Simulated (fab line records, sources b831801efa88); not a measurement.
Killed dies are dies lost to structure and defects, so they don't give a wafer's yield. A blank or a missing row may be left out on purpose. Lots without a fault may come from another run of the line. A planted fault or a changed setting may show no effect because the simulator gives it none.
Which tool did it? | flow sfq_line | 15 lots, 45 wafers sampled, at 1 step of a route of 325

WHAT THE GAUGES READ, wafer by wafer
The record holds no reading of a measuring or inspecting step that can be judged against a usual standard deviation.

WHICH TOOL RAN EACH LOT (tool, then ch and the chambers of the sampled wafers, then the start)
lot  | SFQ_TRILAYER_M0_LITHO_COAT_021
L421 | litho_track-03 ch 0, day 5 07:26
L425 | litho_track-01 ch 0, day 6 07:26
L426 | litho_track-01 ch 0, day 6 13:22
L427 | litho_track-01 ch 0, day 7 01:42
L428 | litho_track-01 ch 0, day 7 08:33
L429 | litho_track-02 ch 0, day 7 13:12
L430 | litho_track-01 ch 0, day 7 21:36
L437 | litho_track-02 ch 0, day 9 08:30
L438 | litho_track-02 ch 0, day 9 16:54
L439 | litho_track-03 ch 0, day 9 22:48
L440 | litho_track-01 ch 0, day 10 08:27
L441 | litho_track-03 ch 0, day 10 14:18
L442 | litho_track-03 ch 0, day 10 16:39
L443 | litho_track-01 ch 0, day 11 02:12
L444 | litho_track-01 ch 0, day 11 05:03
- SFQ_TRILAYER_M0_LITHO_COAT_021: resist thk 600 nm.

WHAT THE TOOLS THEMSELVES READ (means of the sampled wafers that have a number; where no wafer has one, the mark that the record gives instead)
SFQ_TRILAYER_M0_LITHO_COAT_021.
lot  | tool           | spin_speed_rpm (rpm)
L421 | litho_track-03 | 2999.0
L425 | litho_track-01 | 2998.6
L426 | litho_track-01 | 2999.2
L427 | litho_track-01 | 2781.8
L428 | litho_track-01 | 2782.7
L429 | litho_track-02 | 3001.2
L430 | litho_track-01 | 2779.5
L437 | litho_track-02 | 2996.6
L438 | litho_track-02 | 3002.0
L439 | litho_track-03 | 2999.1
L440 | litho_track-01 | 3000.8
L441 | litho_track-03 | 3002.1
L442 | litho_track-03 | 2999.6
L443 | litho_track-01 | 3000.4
L444 | litho_track-01 | 3000.9

THE ANSWER, worked out from the rows above alone
Rule: what is usual is taken from the lots themselves. Put in order of their means at a reading, lots are off if they are a third of the lots or fewer, leave a main group of 4 or more, and stand apart from it by a gap of 3 or more times the standard deviation of the main group's means; of several such gaps the widest counts. A main group whose means are all the same, to the digits that the tables above print for the reading, isn't used. A lot without any number at a reading at which 4 lots or more have one is off too. The other lots that the step has rows for count as sound. The gauges are gone through in route order, then the tools' own readings, and for those a lot's mean is taken as printed above. The first step at which some lot is off is used, and at that step the reading that is off furthest; a lot without a number counts as furthest.
Off: L427, L428, L430, at SFQ_TRILAYER_M0_LITHO_COAT_021 (spin_speed_rpm). The main group: mean 3000.0 rpm, standard deviation 1.5.
A tool fits if, at that step or a process step before it, it ran every lot that is off, and no sound lot after the first of them. None of those tried fits.

WHAT THE SIMULATOR HAD PUT IN
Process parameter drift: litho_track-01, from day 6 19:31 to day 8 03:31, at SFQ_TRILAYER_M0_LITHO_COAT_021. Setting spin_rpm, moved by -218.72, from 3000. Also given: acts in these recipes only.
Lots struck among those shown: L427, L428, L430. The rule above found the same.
